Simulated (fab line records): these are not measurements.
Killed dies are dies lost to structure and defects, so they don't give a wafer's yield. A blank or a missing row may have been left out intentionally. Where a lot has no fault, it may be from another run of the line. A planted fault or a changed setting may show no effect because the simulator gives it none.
fab line records | flow sky130
[record] lots = 7 | wafers = 21 | last_day = 49
route steps=708 shown PWDE@52 NWELL@56
lots that met no fault: taken from a fault-free run of the same line
start_h: the number of hours between the record's first day and the start of the first shown wafer of the lot | wait_h: time in hours since the lot's previous step | " as in the row above | L1.1+2: several wafers, shown together as one row | - no value, or no start was given | * or withheld: withheld | < > ~ a bound
route shown NAME@n: a module of which the file shows steps, and the number in the route of the first | usual: average and standard deviation across the fault-free wafers | same: alike in all rows | chamber/n: place in a boat | sites: per-site readings | _std_site: standard deviation across them | _edge_site: inner sites' mean taken away from outer sites' mean | radius_mm: how far each site lies from the wafer's centre | mask NAME#n: copy n | behind: the last tool/chamber to shape the wafer | hold: what put the lot on hold/how long, in hours/how the hold closed | device: whichever transistor did not switch (one of n, p or np) | end of line: tests of these same wafers at the route's end | a step with no rows: only its recipe | killed: count of dies lost to structure and defects at first sort (not the wafer's yield) | map: a wafer's dies, x killed, . not, _ none there
set.NAME: the run value of the setting; set.NAME@STEP: its run value at that earlier step | model.NAME: the simulator's own value behind a step, which no gauge read
a table for each step, a row for each wafer; lots at some steps of the route
services: a tool's chamber out of use, with start hour (start_h, from the record's first day; less than 0 if before it), hours out, and reason
[[steps]]
[step SKY_PWDE_OVL_MEAS_07]
[usual] PWDE_OVL = 0.0/1.3
lot.wafer | tool       | chamber | start_h | wait_h | PWDE_OVL[nm]
L768.2    | overlay-01 | -       | 67.89   | -      | 1.6
L768.3    | "          | -       | "       | "      | 1.7
L768.5    | "          | -       | "       | "      | 1.6
L769.2    | overlay-01 | -       | 74.14   | -      | 3.4
L769.3    | "          | -       | "       | "      | 0.6
L769.6    | "          | -       | "       | "      | 1.9
L770.3    | overlay-02 | -       | 77.52   | -      | 0.5
L770.4    | "          | -       | "       | "      | 1.2
L770.6    | "          | -       | "       | "      | -1.3
L774.3    | overlay-01 | -       | 100.05  | -      | 1.2
L774.5    | "          | -       | "       | "      | -0.6
L774.6    | "          | -       | "       | "      | 0.4
L780.1    | overlay-02 | -       | 137.28  | -      | -0.4
L780.2    | "          | -       | "       | "      | 0.2
L780.5    | "          | -       | "       | "      | 1.0
L781.1    | overlay-02 | -       | 144.46  | -      | -1.0
L781.3    | "          | -       | "       | "      | 0.3
L781.5    | "          | -       | "       | "      | 0.4
L782.3    | overlay-01 | -       | 160.72  | -      | 0.2
L782.4    | "          | -       | "       | "      | -0.7
L782.5    | "          | -       | "       | "      | 0.4
[step SKY_PWDE_IMPLANT_08]
[recipe] species = B | energy_kev = 150 | dose_cm2 = 3.6e+12 | tilt_deg = withheld
[step SKY_PWDE_STRIP_09]
[recipe] chemistry = O2/N2 | power_w = 1400 | pressure_mtorr = 1500 | platen_temp_c = withheld | o2_flow_sccm = 3000 | n2_flow_sccm = 300 | overash_fraction = 0.5
[usual] drypump_motor_current_A = 5.9/0.39 | o2_flow_sccm = 2999/8.8 | oes_product_au = 0.722/0.0043 | strip_time_to_endpoint_s = 36.99/0.11
lot.wafer | tool            | chamber | start_h | wait_h | drypump_motor_current_A | o2_flow_sccm | oes_product_au | rf_hours_counter_h | strip_time_to_endpoint_s
L768.2    | plasma_asher-02 | 0       | 68.07   | 0.1    | 5.3                     | 3005         | 0.723          | 38                 | 37.16
L768.3    | "               | 1       | "       | "      | 6.1                     | 3004         | 0.720          | -                  | 37.03
L768.5    | "               | 0       | "       | "      | 5.3                     | 2995         | 0.724          | -                  | 37.11
L769.2    | plasma_asher-03 | 0       | 74.32   | 0.1    | 6.5                     | 2989         | 0.723          | 36                 | 37.11
L769.3    | "               | 0       | "       | "      | 6.5                     | 2997         | 0.719          | -                  | 37.02
L769.6    | "               | 0       | "       | "      | 6.5                     | 2988         | 0.723          | -                  | 37.24
L770.3    | plasma_asher-02 | 1       | 79.32   | 0.1    | 6.1                     | 2993         | 0.730          | -                  | 37.02
L770.4    | "               | 0       | "       | "      | 5.3                     | 3011         | 0.717          | -                  | 36.90
L770.6    | "               | 1       | "       | "      | 6.1                     | 3005         | 0.721          | -                  | 36.98
L774.3    | plasma_asher-04 | 0       | 100.26  | 0.1    | 5.7                     | 2994         | 0.717          | -                  | 37.02
L774.5    | "               | 1       | "       | "      | 5.9                     | 3009         | 0.722          | -                  | 37.15
L774.6    | "               | 0       | "       | "      | 5.7                     | 3000         | 0.721          | -                  | 37.08
L780.1    | plasma_asher-04 | 1       | 137.46  | 0.1    | 5.9                     | 3013         | 0.725          | 2                  | 37.14
L780.2    | "               | 0       | "       | "      | 5.7                     | 2989         | 0.717          | 2                  | 37.12
L780.5    | "               | 1       | "       | "      | 5.9                     | 3020         | 0.722          | -                  | 37.08
L781.1    | plasma_asher-02 | 0       | 144.64  | 0.1    | 5.3                     | 2996         | 0.723          | 46                 | 36.95
L781.3    | "               | 1       | "       | "      | 6.1                     | 2984         | 0.722          | -                  | 36.98
L781.5    | "               | 1       | "       | "      | 6.1                     | 3008         | 0.729          | -                  | 36.98
L782.3    | plasma_asher-03 | 0       | 160.92  | 0.1    | 6.5                     | 2987         | 0.720          | -                  | 36.99
L782.4    | "               | 1       | "       | "      | 5.8                     | 3008         | 0.726          | -                  | 36.98
L782.5    | "               | 0       | "       | "      | 6.5                     | 3000         | 0.718          | -                  | 37.04
[step SKY_PWDE_TW_MEAS_10]
[usual] PWDE_TW = 372.0/2.3
lot.wafer | tool          | chamber | start_h | wait_h | PWDE_TW
L768.2    | film_metro-02 | -       | 68.18   | 0.1    | 374.9
L768.3    | "             | -       | "       | "      | 375.2
L768.5    | "             | -       | "       | "      | 376.3
L769.2    | film_metro-02 | -       | 74.43   | 0.1    | 374.0
L769.3    | "             | -       | "       | "      | 371.5
L769.6    | "             | -       | "       | "      | 374.1
L770.3    | film_metro-02 | -       | 79.40   | 0.1    | 371.4
L770.4    | "             | -       | "       | "      | 372.6
L770.6    | "             | -       | "       | "      | 372.5
L774.3    | film_metro-04 | -       | 100.34  | 0.1    | 374.3
L774.5    | "             | -       | "       | "      | 372.5
L774.6    | "             | -       | "       | "      | 372.0
L780.1    | film_metro-01 | -       | 137.56  | 0.1    | 368.5
L780.2    | "             | -       | "       | "      | 368.1
L780.5    | "             | -       | "       | "      | 368.6
L781.1    | film_metro-04 | -       | 144.74  | 0.1    | 371.1
L781.3    | "             | -       | "       | "      | 371.8
L781.5    | "             | -       | "       | "      | 371.3
L782.3    | film_metro-02 | -       | 161.01  | 0.1    | 373.8
L782.4    | "             | -       | "       | "      | 373.5
L782.5    | "             | -       | "       | "      | 375.7
[step SKY_NWELL_DEHYDRATE_03]
[recipe] temp_c = 200 | time_s = 60
[step SKY_NWELL_HMDS_04]
[recipe] prime_time_s = 60 | prime_temp_c = 120
[step SKY_NWELL_COAT_05]
[recipe] spin_rpm = 2000 | resist_thk_nm = 3000
[step SKY_NWELL_SOFTBAKE_06]
[recipe] temp_c = 110 | time_s = withheld
[step SKY_NWELL_EXPOSE_07]
[recipe] mask_id = NWM | na = 0.6 | source_shape = conventional | sigma_outer = 0.6 | polarization = unpolarized | target_cd_nm = 840 | dose_mj = 255
[step SKY_NWELL_PEB_08]
[recipe] temp_c = 115 | time_s = withheld
[step SKY_NWELL_DEVELOP_09]
[recipe] wall_angle_deg = 90 | developer = TMAH | develop_time_s = 60 | dev_temp_c = 23
[step SKY_NWELL_OVL_MEAS_10]
[usual] NWELL_00_OVL = -0.4/1.4
lot.wafer | tool       | chamber | start_h | wait_h | NWELL_00_OVL[nm]
L768.2    | overlay-02 | -       | 84.84   | -      | -0.1
L768.3    | "          | -       | "       | "      | 1.1
L768.5    | "          | -       | "       | "      | -0.1
L769.2    | overlay-02 | -       | 91.39   | -      | -2.1
L769.3    | "          | -       | "       | "      | -2.5
L769.6    | "          | -       | "       | "      | -1.7
L770.3    | overlay-02 | -       | 96.00   | -      | -0.5
L770.4    | "          | -       | "       | "      | -0.7
L770.6    | "          | -       | "       | "      | -0.4
L774.3    | overlay-02 | -       | 116.69  | -      | 0.8
L774.5    | "          | -       | "       | "      | -1.8
L774.6    | "          | -       | "       | "      | 0.1
L780.1    | overlay-02 | -       | 157.32  | -      | -1.4
L780.2    | "          | -       | "       | "      | -1.7
L780.5    | "          | -       | "       | "      | 0.1
L781.1    | overlay-02 | -       | 164.22  | -      | 0.3
L781.3    | "          | -       | "       | "      | 0.8
L781.5    | "          | -       | "       | "      | -0.1
L782.3    | overlay-02 | -       | 181.35  | -      | -2.5
L782.4    | "          | -       | "       | "      | -2.7
L782.5    | "          | -       | "       | "      | -1.8
[step SKY_NWELL_IMPLANT_11]
[recipe] species = P | energy_kev = 400 | dose_cm2 = 1.9e+13 | tilt_deg = withheld
[usual] beam_energy_keV = 399.98/0.14 | implant_ion_amu = 31/0
lot.wafer | tool         | chamber | start_h | wait_h | beam_energy_keV | implant_ion_amu | model.implant.rp_nm | model.implant.drp_nm
L768.2    | implanter-01 | 0       | 84.90   | 0.0    | 400.25          | 31              | 501                 | 116.9
L768.3    | "            | 0       | "       | "      | 399.93          | 31              | 501                 | 116.9
L768.5    | "            | 0       | "       | "      | 399.88          | 31              | 501                 | 116.9
L769.2    | implanter-03 | 0       | 91.44   | 0.0    | 399.87          | 31              | 498.9               | 116.9
L769.3    | "            | 0       | "       | "      | 399.91          | 31              | 498.9               | 116.9
L769.6    | "            | 0       | "       | "      | 400.01          | 31              | 498.9               | 116.9
L770.3    | implanter-04 | 0       | 96.07   | 0.1    | 399.77          | 31              | 491                 | 116.9
L770.4    | "            | 0       | "       | "      | 399.93          | 31              | 491                 | 116.9
L770.6    | "            | 0       | "       | "      | 399.85          | 31              | 491                 | 116.9
L774.3    | implanter-01 | 0       | 116.77  | 0.1    | 400.04          | 31              | 493.8               | 116.9
L774.5    | "            | 0       | "       | "      | 400.14          | 31              | 493.8               | 116.9
L774.6    | "            | 0       | "       | "      | 399.93          | 31              | 493.8               | 116.9
L780.1    | implanter-04 | 0       | 157.36  | 0.0    | 400.26          | 75              | 219.5               | 74.43
L780.2    | "            | 0       | "       | "      | 400.09          | 75              | 219.5               | 74.43
L780.5    | "            | 0       | "       | "      | 400.10          | 75              | 219.5               | 74.43
L781.1    | implanter-03 | 0       | 164.26  | 0.0    | 399.92          | 75              | 223.8               | 74.43
L781.3    | "            | 0       | "       | "      | 399.92          | 75              | 223.8               | 74.43
L781.5    | "            | 0       | "       | "      | 400.00          | 75              | 223.8               | 74.43
L782.3    | implanter-01 | 0       | 181.42  | 0.1    | 400.06          | 75              | 217.4               | 74.43
L782.4    | "            | 0       | "       | "      | 399.90          | 75              | 217.4               | 74.43
L782.5    | "            | 0       | "       | "      | 399.83          | 75              | 217.4               | 74.43
[step SKY_NWELL_IMPLANT_12]
[recipe] species = P | energy_kev = 120 | dose_cm2 = 1.3e+12 | tilt_deg = withheld
[step SKY_NWELL_IMPLANT_13]
[recipe] species = P | energy_kev = 50 | dose_cm2 = 7e+11 | tilt_deg = withheld
[step SKY_NWELL_STRIP_14]
[recipe] chemistry = O2/N2 | power_w = 1400 | pressure_mtorr = 1500 | platen_temp_c = withheld | o2_flow_sccm = 3000 | n2_flow_sccm = 300 | overash_fraction = 0.5
[usual] drypump_motor_current_A = 5.7/0.44 | o2_flow_sccm = 3000/7.8 | oes_product_au = 0.723/0.0048 | strip_time_to_endpoint_s = 36.94/0.11
lot.wafer | tool            | chamber | start_h | wait_h | drypump_motor_current_A | o2_flow_sccm | oes_product_au | rf_hours_counter_h | strip_time_to_endpoint_s
L768.2    | plasma_asher-01 | 1       | 85.32   | 0.1    | 5.7                     | 3010         | 0.721          | 27                 | 37.08
L768.3    | "               | 0       | "       | "      | 5.1                     | 2996         | 0.724          | -                  | 37.12
L768.5    | "               | 1       | "       | "      | 5.7                     | 3005         | 0.726          | -                  | 36.99
L769.2    | plasma_asher-02 | 1       | 91.87   | 0.1    | 6.1                     | 2995         | 0.714          | 41                 | 37.16
L769.3    | "               | 0       | "       | "      | 5.3                     | 2995         | 0.725          | -                  | 37.15
L769.6    | "               | 1       | "       | "      | 6.1                     | 3009         | 0.726          | -                  | 37.11
L770.3    | plasma_asher-02 | 0       | 96.51   | 0.1    | 5.3                     | 2988         | 0.724          | -                  | 37.08
L770.4    | "               | 1       | "       | "      | 6.1                     | 2993         | 0.731          | -                  | 37.02
L770.6    | "               | 0       | "       | "      | 5.3                     | 2996         | 0.728          | -                  | 37.03
L774.3    | plasma_asher-02 | 1       | 117.20  | 0.1    | 6.1                     | 2989         | 0.722          | -                  | 36.97
L774.5    | "               | 0       | "       | "      | 5.3                     | 3013         | 0.733          | -                  | 37.04
L774.6    | "               | 1       | "       | "      | 6.1                     | 3009         | 0.722          | -                  | 37.01
L780.1    | plasma_asher-03 | 0       | 157.81  | 0.1    | 6.5                     | 3008         | 0.718          | 45                 | 36.80
L780.2    | "               | 1       | "       | "      | 5.8                     | 3001         | 0.720          | 45                 | 36.78
L780.5    | "               | 1       | "       | "      | 5.8                     | 2980         | 0.721          | -                  | 36.77
L781.1    | plasma_asher-01 | 0       | 164.71  | 0.1    | 5.1                     | 3006         | 0.722          | 35                 | 37.06
L781.3    | "               | 1       | "       | "      | 5.7                     | 2991         | 0.724          | -                  | 37.05
L781.5    | "               | 0       | "       | "      | 5.1                     | 2997         | 0.722          | -                  | 36.97
L782.3    | plasma_asher-03 | 1       | 181.86  | 0.1    | 5.8                     | 3004         | 0.722          | -                  | 36.90
L782.4    | "               | 0       | "       | "      | 6.5                     | 3010         | 0.717          | -                  | 36.82
L782.5    | "               | 1       | "       | "      | 5.8                     | 2995         | 0.723          | -                  | 36.93
[step SKY_NWELL_TW_MEAS_15]
[usual] NWELL_TW = 1807/13
lot.wafer | tool          | chamber | start_h | wait_h | NWELL_TW
L768.2    | film_metro-04 | -       | 85.43   | 0.1    | 1823
L768.3    | "             | -       | "       | "      | 1818
L768.5    | "             | -       | "       | "      | 1823
L769.2    | film_metro-01 | -       | 91.98   | 0.1    | 1792
L769.3    | "             | -       | "       | "      | 1803
L769.6    | "             | -       | "       | "      | 1797
L770.3    | film_metro-01 | -       | 96.59   | 0.1    | 1796
L770.4    | "             | -       | "       | "      | 1788
L770.6    | "             | -       | "       | "      | 1784
L774.3    | film_metro-02 | -       | 117.29  | 0.1    | 1816
L774.5    | "             | -       | "       | "      | 1822
L774.6    | "             | -       | "       | "      | 1809
L780.1    | film_metro-02 | -       | 157.91  | 0.1    | 2812
L780.2    | "             | -       | "       | "      | 2801
L780.5    | "             | -       | "       | "      | 2806
L781.1    | film_metro-04 | -       | 164.81  | 0.1    | 2792
L781.3    | "             | -       | "       | "      | 2777
L781.5    | "             | -       | "       | "      | 2787
L782.3    | film_metro-02 | -       | 181.94  | 0.1    | 2786
L782.4    | "             | -       | "       | "      | 2808
L782.5    | "             | -       | "       | "      | 2786
[step SKY_NWELL_DEHYDRATE_16]
[recipe] temp_c = 200 | time_s = 60
[step SKY_NWELL_HMDS_17]
[recipe] prime_time_s = 60 | prime_temp_c = 120
[step SKY_NWELL_COAT_18]
[recipe] spin_rpm = 2000 | resist_thk_nm = 3000
[step SKY_NWELL_SOFTBAKE_19]
[recipe] temp_c = 110 | time_s = withheld
[step SKY_NWELL_EXPOSE_20]
[recipe] mask_id = NWM_COMPLEMENT | na = 0.6 | source_shape = conventional | sigma_outer = 0.6 | polarization = unpolarized | target_cd_nm = 840 | dose_mj = 260
[step SKY_NWELL_PEB_21]
[recipe] temp_c = 115 | time_s = withheld
[step SKY_NWELL_DEVELOP_22]
[recipe] wall_angle_deg = 90 | developer = TMAH | develop_time_s = 60 | dev_temp_c = 23
[step SKY_NWELL_OVL_MEAS_23]
[usual] NWELL_01_OVL = 0.2/1.4
lot.wafer | tool       | chamber | start_h | wait_h | NWELL_01_OVL[nm]
L768.2    | overlay-01 | -       | 102.94  | -      | 0.6
L768.3    | "          | -       | "       | "      | 1.5
L768.5    | "          | -       | "       | "      | 0.7
L769.2    | overlay-01 | -       | 109.29  | -      | -0.2
L769.3    | "          | -       | "       | "      | -0.4
L769.6    | "          | -       | "       | "      | 1.0
L770.3    | overlay-01 | -       | 113.50  | -      | -1.4
L770.4    | "          | -       | "       | "      | -1.5
L770.6    | "          | -       | "       | "      | -3.0
L774.3    | overlay-01 | -       | 135.40  | -      | 0.5
L774.5    | "          | -       | "       | "      | 0.7
L774.6    | "          | -       | "       | "      | 1.8
L780.1    | overlay-02 | -       | 177.54  | -      | 2.5
L780.2    | "          | -       | "       | "      | 2.6
L780.5    | "          | -       | "       | "      | 1.9
L781.1    | overlay-02 | -       | 185.83  | -      | 0.7
L781.3    | "          | -       | "       | "      | 1.2
L781.5    | "          | -       | "       | "      | 1.6
L782.3    | overlay-02 | -       | 203.24  | -      | 1.5
L782.4    | "          | -       | "       | "      | -1.1
L782.5    | "          | -       | "       | "      | 1.4
[step SKY_NWELL_IMPLANT_24]
[recipe] species = B | energy_kev = 140 | dose_cm2 = 9.2e+12 | tilt_deg = withheld
[step SKY_NWELL_STRIP_25]
[recipe] chemistry = O2/N2 | power_w = 1400 | pressure_mtorr = 1500 | platen_temp_c = withheld | o2_flow_sccm = 3000 | n2_flow_sccm = 300 | overash_fraction = 0.5
[usual] drypump_motor_current_A = 5.8/0.48 | o2_flow_sccm = 3000/8.7 | oes_product_au = 0.723/0.0046 | strip_time_to_endpoint_s = 36.94/0.11
lot.wafer | tool            | chamber | start_h | wait_h | drypump_motor_current_A | o2_flow_sccm | oes_product_au | rf_hours_counter_h | strip_time_to_endpoint_s
L768.2    | plasma_asher-03 | 0       | 103.12  | 0.1    | 6.5                     | 3007         | 0.723          | 39                 | 36.83
L768.3    | "               | 0       | "       | "      | 6.5                     | 3006         | 0.715          | -                  | 36.90
L768.5    | "               | 1       | "       | "      | 5.8                     | 2998         | 0.724          | -                  | 36.93
L769.2    | plasma_asher-03 | 1       | 109.47  | 0.1    | 5.8                     | 3001         | 0.731          | 40                 | 36.97
L769.3    | "               | 1       | "       | "      | 5.8                     | 3003         | 0.720          | -                  | 36.87
L769.6    | "               | 0       | "       | "      | 6.5                     | 3003         | 0.728          | -                  | 36.96
L770.3    | plasma_asher-02 | 1       | 113.79  | 0.1    | 6.1                     | 2995         | 0.722          | -                  | 37.02
L770.4    | "               | 0       | "       | "      | 5.3                     | 2992         | 0.723          | -                  | 37.10
L770.6    | "               | 1       | "       | "      | 6.1                     | 2995         | 0.724          | -                  | 37.07
L774.3    | plasma_asher-01 | 1       | 135.61  | 0.1    | 5.7                     | 3004         | 0.724          | -                  | 37.13
L774.5    | "               | 0       | "       | "      | 5.1                     | 2998         | 0.724          | -                  | 37.13
L774.6    | "               | 1       | "       | "      | 5.7                     | 3015         | 0.726          | -                  | 37.09
L780.1    | plasma_asher-03 | 0       | 177.72  | 0.1    | 6.5                     | 2992         | 0.715          | 47                 | 37.05
L780.2    | "               | 1       | "       | "      | 5.8                     | 2996         | 0.724          | 47                 | 36.95
L780.5    | "               | 1       | "       | "      | 5.8                     | 3001         | 0.726          | -                  | 36.98
L781.1    | plasma_asher-03 | 0       | 186.02  | 0.1    | 6.4                     | 2990         | 0.721          | 48                 | 36.79
L781.3    | "               | 0       | "       | "      | 6.5                     | 3003         | 0.721          | -                  | 36.94
L781.5    | "               | 1       | "       | "      | 5.8                     | 2984         | 0.715          | -                  | 36.94
L782.3    | plasma_asher-01 | 0       | 203.44  | 0.1    | 5.1                     | 2988         | 0.723          | -                  | 36.97
L782.4    | "               | 1       | "       | "      | 5.7                     | 3001         | 0.716          | -                  | 36.97
L782.5    | "               | 1       | "       | "      | 5.7                     | 3001         | 0.720          | -                  | 36.99
[step SKY_NWELL_TW_MEAS_26]
[usual] NWELL_2_TW = 493/3.9
lot.wafer | tool          | chamber | start_h | wait_h | NWELL_2_TW
L768.2    | film_metro-01 | -       | 103.23  | 0.1    | 487
L768.3    | "             | -       | "       | "      | 486
L768.5    | "             | -       | "       | "      | 487
L769.2    | film_metro-02 | -       | 109.58  | 0.1    | 495
L769.3    | "             | -       | "       | "      | 496
L769.6    | "             | -       | "       | "      | 495
L770.3    | film_metro-04 | -       | 113.88  | 0.1    | 495
L770.4    | "             | -       | "       | "      | 493
L770.6    | "             | -       | "       | "      | 494
L774.3    | film_metro-01 | -       | 135.69  | 0.1    | 489
L774.5    | "             | -       | "       | "      | 492
L774.6    | "             | -       | "       | "      | 487
L780.1    | film_metro-01 | -       | 177.82  | 0.1    | 484
L780.2    | "             | -       | "       | "      | 489
L780.5    | "             | -       | "       | "      | 490
L781.1    | film_metro-01 | -       | 186.12  | 0.1    | 492
L781.3    | "             | -       | "       | "      | 486
L781.5    | "             | -       | "       | "      | 490
L782.3    | film_metro-01 | -       | 203.53  | 0.1    | 492
L782.4    | "             | -       | "       | "      | 493
L782.5    | "             | -       | "       | "      | 495
[step SKY_NWELL_CLEAN_27]
[recipe] chemistry = SC1/SC2 | mix = 1:4:20 | temp_c = 70 | time_s = 150 | dry = n2_spin
[step SKY_NWELL_RTA_28]
[recipe] temp_c = 1050 | time_s = 30 | idle_temp_c = 650 | ramp_up_c_per_s = 150 | ramp_down_c_per_s = 90 | ambient = N2
[usual] lamp_power_pct = 25.30/0.051 | wafer_temp_C_max = 1054.9/1
lot.wafer | tool          | chamber | start_h | wait_h | lamp_power_pct | wafer_temp_C_max
L768.2    | rtp_anneal-02 | 0       | 103.35  | 0.0    | 25.31          | 1054.3
L768.3    | "             | 0       | "       | "      | 25.26          | 1055.0
L768.5    | "             | 0       | "       | "      | 25.26          | 1053.5
L769.2    | rtp_anneal-01 | 0       | 109.70  | 0.0    | 25.33          | 1055.8
L769.3    | "             | 0       | "       | "      | 25.27          | 1053.2
L769.6    | "             | 0       | "       | "      | 25.34          | 1055.8
L770.3    | rtp_anneal-02 | 0       | 114.00  | 0.0    | 25.28          | 1056.6
L770.4    | "             | 0       | "       | "      | 25.35          | 1055.4
L770.6    | "             | 0       | "       | "      | 25.23          | 1053.9
L774.3    | rtp_anneal-02 | 0       | 135.82  | 0.0    | 25.31          | 1054.3
L774.5    | "             | 0       | "       | "      | 25.32          | 1053.7
L774.6    | "             | 0       | "       | "      | 25.32          | 1056.3
L780.1    | rtp_anneal-02 | 0       | 177.93  | 0.0    | 25.29          | 1054.5
L780.2    | "             | 0       | "       | "      | 25.27          | 1054.1
L780.5    | "             | 0       | "       | "      | 25.29          | 1055.4
L781.1    | rtp_anneal-01 | 0       | 186.23  | 0.0    | 25.30          | 1054.8
L781.3    | "             | 0       | "       | "      | 25.28          | 1055.5
L781.5    | "             | 0       | "       | "      | 25.35          | 1056.9
L782.3    | rtp_anneal-01 | 0       | 203.65  | 0.0    | 25.31          | 1054.2
L782.4    | "             | 0       | "       | "      | 25.24          | 1054.0
L782.5    | "             | 0       | "       | "      | 25.27          | 1055.4
[step SKY_NWELL_RS_MEAS_29]
[recipe] thk_meas_gauge = four-point-probe
[usual] NWELL_RS = 624.6/1.5
lot.wafer | tool          | chamber | start_h | wait_h | NWELL_RS[ohm/sq]
L768.2    | film_metro-04 | -       | 103.45  | 0.1    | 626.3
L768.3    | "             | -       | "       | "      | 626.2
L768.5    | "             | -       | "       | "      | 625.4
L769.2    | film_metro-02 | -       | 109.80  | 0.1    | 626.3
L769.3    | "             | -       | "       | "      | 624.5
L769.6    | "             | -       | "       | "      | 625.1
L770.3    | film_metro-02 | -       | 114.11  | 0.1    | 625.3
L770.4    | "             | -       | "       | "      | 626.0
L770.6    | "             | -       | "       | "      | 624.1
L774.3    | film_metro-02 | -       | 135.92  | 0.1    | 624.8
L774.5    | "             | -       | "       | "      | 624.6
L774.6    | "             | -       | "       | "      | 626.0
L780.1    | film_metro-04 | -       | 178.03  | 0.1    | 839.7
L780.2    | "             | -       | "       | "      | 840.2
L780.5    | "             | -       | "       | "      | 840.0
L781.1    | film_metro-01 | -       | 186.33  | 0.1    | 838.8
L781.3    | "             | -       | "       | "      | 837.7
L781.5    | "             | -       | "       | "      | 837.0
L782.3    | film_metro-02 | -       | 203.76  | 0.1    | 835.7
L782.4    | "             | -       | "       | "      | 836.9
L782.5    | "             | -       | "       | "      | 837.5
[[services]]
tool            | chamber | start_h | hours | kind
plasma_asher-01 | -       | 65.25   | 14.6  | pm
implanter-01    | -       | 69.65   | 13.9  | pm
implanter-04    | -       | 75.11   | 6.8   | repair
implanter-01    | -       | 87.90   | 3.9   | repair
implanter-01    | -       | 89.88   | 0.6   | repair
implanter-03    | -       | 98.61   | 2.2   | repair
plasma_asher-04 | -       | 108.75  | 9.0   | pm
plasma_asher-04 | 0       | 108.75  | 9.0   | vent_cycle
plasma_asher-04 | 1       | 108.75  | 9.0   | vent_cycle
implanter-01    | -       | 113.09  | 3.5   | repair
plasma_asher-04 | 0       | 117.75  | -     | clean
plasma_asher-04 | 1       | 117.75  | -     | clean
plasma_asher-04 | -       | 148.75  | 0.3   | repair
plasma_asher-02 | -       | 157.08  | 3.6   | repair
implanter-01    | -       | 158.50  | 5.6   | repair
[[key]]
[first_sign] step = SKY_NWELL_IMPLANT_11 | reading = implant_ion_amu | direction = up | sigmas = 99+ | usual = 31 | struck = 75
[effect] step = SKY_NWELL_TW_MEAS_15 | reading = NWELL_TW | direction = up | sigmas = 76 | usual = 1807 | struck = 2795
[effect] step = SKY_NWELL_RS_MEAS_29 | reading = NWELL_RS | direction = up | sigmas = 99+ | usual = 624.6 | struck = 838.2
[model_effect] step = SKY_NWELL_IMPLANT_11 | value = implant.rp_nm | without = 492.4 | struck = 220.2
met_at SKY_NWELL_IMPLANT_11
struck_wafers L780.1,L780.2,L780.5,L781.1,L781.3,L781.5,L782.3,L782.4,L782.5
tester_left_out L780,L781,L782
onset_between 116.77 157.36
[fault] kind = wrong_recipe_download | tool = implanter-01,implanter-03,implanter-04 | chamber = - | onset_h = 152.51 | steps = SKY_NWELL_IMPLANT_11 | wrong_recipe.not_listed = 1
// tester_left_out: of these lots the tester's yield and bins aren't shown, on N5 and GAA mostly nor the transistor test; their killed dies are dies lost to structure and defects alone, not to doping, threshold or leakage, so they don't give the yield
